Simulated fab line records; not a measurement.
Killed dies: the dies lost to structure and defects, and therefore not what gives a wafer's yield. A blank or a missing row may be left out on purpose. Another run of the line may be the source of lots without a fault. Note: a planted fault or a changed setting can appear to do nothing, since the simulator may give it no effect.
Code-filled problem report in 8D (eight disciplines) form | flow gf180mcu | the parts of the form that need people (team, actions taken, sign-off) are left out

== 1. THE PROBLEM ==
CONTACT_W_RS at GF_CONTACT_RS_MEAS_25 reads a mean of 0.412 ohm/sq on 1 wafer of 1 lot; wafers without a fault read 0.383 ohm/sq with a standard deviation of 0.0049. That puts it +5.9 standard deviations away from the usual mean.
The step: measures by four-point-probe.
Earliest sighting: wafer L170.2 on film_metro-03 at day 23 05:34. The record has a number at this step for 36 wafers belonging to 13 lots. The rule behind "out" and "out of limits": a value lying over 4 standard deviations away from the usual mean. All remaining wafers that have a number are taken as sound.

== 2. WHAT IT IS; WHAT IT IS NOT ==
question                    | is                | is not
which readings at this step | CONTACT_W_RS      | -
which lots                  | L170              | L150, L152, L154, L155, L156, L157, L159, L161, L162, L163, L172, L173
which wafers of those lots  | L170.2            | L170.1, L170.3
read on which gauges        | film_metro-03     | film_metro-01, film_metro-04
when                        | from day 23 05:34 | up to then (30 sound wafers); but 5 sound wafers of L172, L173 came after

== 3. WHAT RULES OUT EACH SUSPECT ==
Counting: if a tool at a process step up to the reading ran every lot that is out, it stays a suspect. Sound lots after the first of them don't rule it out here, since some wafers of a struck lot are sound.
- the gauge at GF_CONTACT_RS_MEAS_25: kept. All the wafers that are out were read on film_metro-03, and no step on other tools shows them out.
- rie_diel-03 at GF_SAB_ETCH_11 (etches SiO2 in C4F8/O2/Ar, target depth 55 nm, time 8.5 s): kept. It processed L170, the lot that is out, at day 22 03:49, and its most recent sound lot before then was L163 at day 20 14:04.
- cvd_w-01 at GF_CONTACT_CVD_24 (deposits W, target thk 300 nm, time 90.339 s): kept. It processed L170, the lot that is out, at day 23 05:28, and its most recent sound lot before then was L162 at day 21 16:29.
- In rie_diel-03 at GF_SAB_ETCH_11, the wafers that are out were processed in chamber 0 and their sound lot-mates in chambers 1, 2.
The count leaves rie_diel-03 at GF_SAB_ETCH_11, cvd_w-01 at GF_CONTACT_CVD_24, and film_metro-03 at GF_CONTACT_RS_MEAS_25.

== 4. THE CAUSE (what the simulator had put in) ==
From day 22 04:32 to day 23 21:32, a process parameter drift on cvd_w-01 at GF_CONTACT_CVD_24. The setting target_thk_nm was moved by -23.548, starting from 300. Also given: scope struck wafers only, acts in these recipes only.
This tool is one of the 3 suspects left after counting.

== 5. SEQUENCE OF EFFECTS, ordered by route ==
Each row: a reading whose mean over the struck wafers that have a number lies more than 3 standard deviations from the usual. Only readings whose record carries a usual standard deviation are examined. hours: median over the lots of the time between each lot's start at the first step of this table that gives one and its start at this step. sigmas: the change, counted in usual standard deviations.
hours | step                   | reading       | usual        | on struck wafers | change | sigmas
0     | GF_CONTACT_RS_MEAS_25  | CONTACT_W_RS  | 0.383 ohm/sq | 0.412            | +0.029 | +5.9
0     | GF_CONTACT_THK_MEAS_26 | CONTACT_W_THK | 297 nm       | 274              | -23    | -5.8

== 6. HOW IT WOULD HAVE BEEN CAUGHT EARLIER ==
Counted from the fault's start at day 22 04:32, it took 25 hours until the first out-of-limits reading at a measuring or inspecting step in this record, taken at day 23 05:34.
No tool reading at GF_CONTACT_CVD_24 that has a usual standard deviation in the record was out on any struck wafer, so an alarm limit of 4 standard deviations on those readings would not have fired.
By day 23 05:34 the whole set of lots that are out, 1 in number, had already begun GF_CONTACT_CVD_24 on cvd_w-01. Holding the tool at that point would not have protected any of them.
